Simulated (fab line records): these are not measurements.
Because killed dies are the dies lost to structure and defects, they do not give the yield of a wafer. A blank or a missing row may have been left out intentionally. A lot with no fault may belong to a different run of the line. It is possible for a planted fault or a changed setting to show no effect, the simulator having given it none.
Shared-tool check || flow gf180mcu || 33 wafers sampled across 11 lots

THE REASON FOR OPENING IT
At GF_V4_RS_MEAS_24 the reading V4_W_RS is flagged on 2 of 11 lots. Fault-free wafers read 0.326 ohm/sq, with a standard deviation of 0.004.
Rule: a lot is flagged in two cases, either no wafer of it has a number, or all its wafers with numbers fall more than 4 standard deviations from that mean. The rest of the lots are taken to be sound.

{"lot": "L182", "measured": "day 24 12:17", "on": "film metro-01", "V4_W_RS (ohm/sq), wafer by wafer": "0.326 0.326 0.329", "flag": ""}
{"lot": "L189", "measured": "day 26 21:11", "on": "film metro-01", "V4_W_RS (ohm/sq), wafer by wafer": "0.265 0.268 0.268", "flag": "FLAGGED"}
{"lot": "L191", "measured": "day 27 09:19", "on": "film metro-03", "V4_W_RS (ohm/sq), wafer by wafer": "0.268 0.267 0.266", "flag": "FLAGGED"}
{"lot": "L197", "measured": "day 29 18:38", "on": "film metro-03", "V4_W_RS (ohm/sq), wafer by wafer": "0.325 0.323 0.325", "flag": ""}
{"lot": "L198", "measured": "day 29 20:35", "on": "film metro-01", "V4_W_RS (ohm/sq), wafer by wafer": "0.324 0.322 0.324", "flag": ""}
{"lot": "L200", "measured": "day 30 09:10", "on": "film metro-04", "V4_W_RS (ohm/sq), wafer by wafer": "0.326 0.325 0.324", "flag": ""}
{"lot": "L201", "measured": "day 30 19:31", "on": "film metro-01", "V4_W_RS (ohm/sq), wafer by wafer": "0.330 0.331 0.330", "flag": ""}
{"lot": "L202", "measured": "day 30 21:02", "on": "film metro-04", "V4_W_RS (ohm/sq), wafer by wafer": "0.340 0.334 0.341", "flag": ""}
{"lot": "L203", "measured": "day 31 04:49", "on": "film metro-03", "V4_W_RS (ohm/sq), wafer by wafer": "0.328 0.331 0.330", "flag": ""}
{"lot": "L204", "measured": "day 31 07:57", "on": "film metro-04", "V4_W_RS (ohm/sq), wafer by wafer": "0.326 0.328 0.329", "flag": ""}
{"lot": "L205", "measured": "day 31 14:59", "on": "film metro-03", "V4_W_RS (ohm/sq), wafer by wafer": "0.331 0.330 0.327", "flag": ""}
On average the flagged lots' numbers are 0.267 ohm/sq, which is -0.059 ohm/sq against the usual, or -15 standard deviations.

LOT BY LOT: THE TOOL USED
The record holds 2 process steps before the reading, out of a route of 602 steps. In each cell: the tool, then ch and the chambers that the sampled wafers went through, then the start.
{"lot": "L182", "flag": "", "GF_M4_METAL_ETCH_16": "rie metal-03 ch 0,1, day 23 11:37", "GF_V4_CVD_23": "cvd w-01 ch 0, day 24 12:11"}
{"lot": "L189", "flag": "FLAGGED", "GF_M4_METAL_ETCH_16": "rie metal-02 ch 1, day 25 22:26", "GF_V4_CVD_23": "cvd w-01 ch 0,1, day 26 21:04"}
{"lot": "L191", "flag": "FLAGGED", "GF_M4_METAL_ETCH_16": "rie metal-03 ch 0,1, day 26 10:48", "GF_V4_CVD_23": "cvd w-01 ch 0,1, day 27 09:13"}
{"lot": "L197", "flag": "", "GF_M4_METAL_ETCH_16": "rie metal-03 ch 0,1, day 28 20:29", "GF_V4_CVD_23": "cvd w-02 ch 0,1, day 29 18:30"}
{"lot": "L198", "flag": "", "GF_M4_METAL_ETCH_16": "rie metal-03 ch 0,1, day 28 22:53", "GF_V4_CVD_23": "cvd w-02 ch 0,1, day 29 20:28"}
{"lot": "L200", "flag": "", "GF_M4_METAL_ETCH_16": "rie metal-02 ch 0, day 29 12:07", "GF_V4_CVD_23": "cvd w-01 ch 1, day 30 09:04"}
{"lot": "L201", "flag": "", "GF_M4_METAL_ETCH_16": "rie metal-03 ch 0, day 29 22:41", "GF_V4_CVD_23": "cvd w-01 ch 0, day 30 19:23"}
{"lot": "L202", "flag": "", "GF_M4_METAL_ETCH_16": "rie metal-02 ch 0,1, day 30 01:06", "GF_V4_CVD_23": "cvd w-01 ch 1, day 30 20:55"}
{"lot": "L203", "flag": "", "GF_M4_METAL_ETCH_16": "rie metal-04 ch 0, day 30 07:05", "GF_V4_CVD_23": "cvd w-02 ch 0,1, day 31 04:43"}
{"lot": "L204", "flag": "", "GF_M4_METAL_ETCH_16": "rie metal-02 ch 0,1, day 30 11:21", "GF_V4_CVD_23": "cvd w-01 ch 0,1, day 31 07:48"}
{"lot": "L205", "flag": "", "GF_M4_METAL_ETCH_16": "rie metal-03 ch 0,1, day 30 19:10", "GF_V4_CVD_23": "cvd w-01 ch 0,1, day 31 14:52"}
These steps, and what they do:
- GF_M4_METAL_ETCH_16: etches the open film in Cl2/BCl3, stops on SiO2, target depth 750.8 nm, time 125.1 s.
- GF_V4_CVD_23: deposits W, target thk 350 nm, time 104.9 s.
- GF_V4_RS_MEAS_24: measures by four-point-probe.

FLAGGED OVER TOTAL, TOOL BY TOOL (the gauges that took the reading come last)
{"step": "GF_M4_METAL_ETCH_16", "tool": "rie metal-02", "lots run": 4, "flagged": 1, "share of the flagged lots": "some", "sound lots run after its first flagged lot": "3 (L200,L202,L204)"}
{"step": "GF_M4_METAL_ETCH_16", "tool": "rie metal-03", "lots run": 6, "flagged": 1, "share of the flagged lots": "some", "sound lots run after its first flagged lot": "4 (L197,L198,L201,L205)"}
{"step": "GF_M4_METAL_ETCH_16", "tool": "rie metal-04", "lots run": 1, "flagged": 0, "share of the flagged lots": "none", "sound lots run after its first flagged lot": "-"}
{"step": "GF_V4_CVD_23", "tool": "cvd w-01", "lots run": 8, "flagged": 2, "share of the flagged lots": "all", "sound lots run after its first flagged lot": "5 (L200,L201,L202,L204,L205)"}
{"step": "GF_V4_CVD_23", "tool": "cvd w-02", "lots run": 3, "flagged": 0, "share of the flagged lots": "none", "sound lots run after its first flagged lot": "-"}
{"step": "GF_V4_RS_MEAS_24", "tool": "film metro-01", "lots run": 4, "flagged": 1, "share of the flagged lots": "some", "sound lots run after its first flagged lot": "2 (L198,L201)"}
{"step": "GF_V4_RS_MEAS_24", "tool": "film metro-03", "lots run": 4, "flagged": 1, "share of the flagged lots": "some", "sound lots run after its first flagged lot": "3 (L197,L203,L205)"}
{"step": "GF_V4_RS_MEAS_24", "tool": "film metro-04", "lots run": 3, "flagged": 0, "share of the flagged lots": "none", "sound lots run after its first flagged lot": "-"}

WHAT THE TABLE PERMITS
1 row of the table ran every flagged lot: cvd w-01 at GF_V4_CVD_23.
- cvd w-01 at GF_V4_CVD_23: 2 of its 8 lots flagged. Sound lots followed the first flagged one (L200, L201, L202, L204, L205) on it, something a lasting fault affecting the whole tool could not allow. Its own readings (chamber pressure Torr) fall more than 4 standard deviations out on all wafers of the flagged lots.
Not one row of the table ran every flagged lot while running no sound lot after the first.

WHAT THE SIMULATOR HAD PUT IN
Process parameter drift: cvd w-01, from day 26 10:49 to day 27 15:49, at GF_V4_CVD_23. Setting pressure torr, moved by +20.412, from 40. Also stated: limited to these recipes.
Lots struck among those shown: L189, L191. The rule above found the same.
